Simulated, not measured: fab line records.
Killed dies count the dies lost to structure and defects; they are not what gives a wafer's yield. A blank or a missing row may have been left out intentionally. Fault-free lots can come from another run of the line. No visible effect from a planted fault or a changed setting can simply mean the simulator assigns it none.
Commonality check across tools | flow gf180mcu | Sample size 8 lots and 24 wafers

REASON FOR OPENING
GF_LVPWELL_TW_MEAS_11, reading LVPWELL_TW: flagged on 2 of 8 lots. Fault-free wafers read 561, with a standard deviation of 3.3.
Rule: a lot gets a flag if all its wafers with a number sit over 4 standard deviations from that mean, or if no wafer of it has a number. All remaining lots are regarded as sound.

lot  | measured    | on            | LVPWELL_TW, wafer by wafer | flag
L665 | day 4 02:35 | film metro-01 | 554 552 552                |
L666 | day 4 06:25 | film metro-01 | 556 555 554                |
L667 | day 4 10:43 | film metro-04 | 563 559 563                |
L669 | day 4 19:07 | film metro-04 | 562 561 562                |
L670 | day 5 02:25 | film metro-01 | 564 562 561                |
L673 | day 5 16:43 | film metro-01 | 566 564 562                |
L676 | day 6 10:31 | film metro-01 | 684 686 688                | FLAGGED
L677 | day 6 17:49 | film metro-01 | 687 691 687                | FLAGGED
The mean of the flagged lots' numbers is 687, +126 from the usual (+38 standard deviations).

LOT BY LOT: THE TOOL USED
Before the reading, the record contains 2 process steps out of a 602-step route. Cell contents, in order: the tool; ch with the chambers the sampled wafers went through; the start.
lot  | flag    | GF_STI_STRIP_15                     | GF_LVPWELL_IMPLANT_09
L665 |         | plasma asher-03 ch 0,1, day 2 02:43 | implanter-04 ch 0, day 4 02:20
L666 |         | plasma asher-02 ch 0,1, day 2 09:50 | implanter-04 ch 0, day 4 06:10
L667 |         | plasma asher-04 ch 0,1, day 2 15:50 | implanter-03 ch 0, day 4 10:28
L669 |         | plasma asher-02 ch 0,1, day 2 22:34 | implanter-03 ch 0, day 4 18:52
L670 |         | plasma asher-04 ch 0,1, day 3 04:15 | implanter-03 ch 0, day 5 02:11
L673 |         | plasma asher-03 ch 0,1, day 3 18:24 | implanter-03 ch 0, day 5 16:30
L676 | FLAGGED | plasma asher-02 ch 1, day 4 10:13   | implanter-03 ch 0, day 6 10:17
L677 | FLAGGED | plasma asher-02 ch 0,1, day 4 15:30 | implanter-04 ch 0, day 6 17:35
What the steps here do:
- GF_STI_STRIP_15: strips in O2/N2.
- GF_LVPWELL_IMPLANT_09
- GF_LVPWELL_TW_MEAS_11

FLAGGED OVER TOTAL, TOOL BY TOOL (the gauges that took the reading come last)
step                  | tool            | lots run | flagged | share of the flagged lots | sound lots run after its first flagged lot
GF_STI_STRIP_15       | plasma asher-02 | 4        | 2       | all                       | 0
GF_STI_STRIP_15       | plasma asher-03 | 2        | 0       | none                      | -
GF_STI_STRIP_15       | plasma asher-04 | 2        | 0       | none                      | -
GF_LVPWELL_IMPLANT_09 | implanter-03    | 5        | 1       | some                      | 0
GF_LVPWELL_IMPLANT_09 | implanter-04    | 3        | 1       | some                      | 0
GF_LVPWELL_TW_MEAS_11 | film metro-01   | 6        | 2       | all                       | 0
GF_LVPWELL_TW_MEAS_11 | film metro-04   | 2        | 0       | none                      | -

THE TABLE: WHAT IT ALLOWS
Table rows that saw every flagged lot: 2, namely plasma asher-02 at GF_STI_STRIP_15 and film metro-01 at GF_LVPWELL_TW_MEAS_11.
- plasma asher-02 at GF_STI_STRIP_15 ran 4 lots, 2 of them flagged. Its last sound lot is L669 (day 2 22:34), its first flagged lot L676 (day 4 10:13): a fault that began between those two fits.
- film metro-01 at GF_LVPWELL_TW_MEAS_11 ran 6 lots, 2 of them flagged. Its last sound lot is L673 (day 5 16:43), its first flagged lot L676 (day 6 10:31): a fault that began between those two fits.
Because each of these 2 tools fits a fault that began at some hour, counting lots does not separate them. More lots, or a look at what each step does to the wafer, might.

WHAT THE SIMULATOR PUT IN
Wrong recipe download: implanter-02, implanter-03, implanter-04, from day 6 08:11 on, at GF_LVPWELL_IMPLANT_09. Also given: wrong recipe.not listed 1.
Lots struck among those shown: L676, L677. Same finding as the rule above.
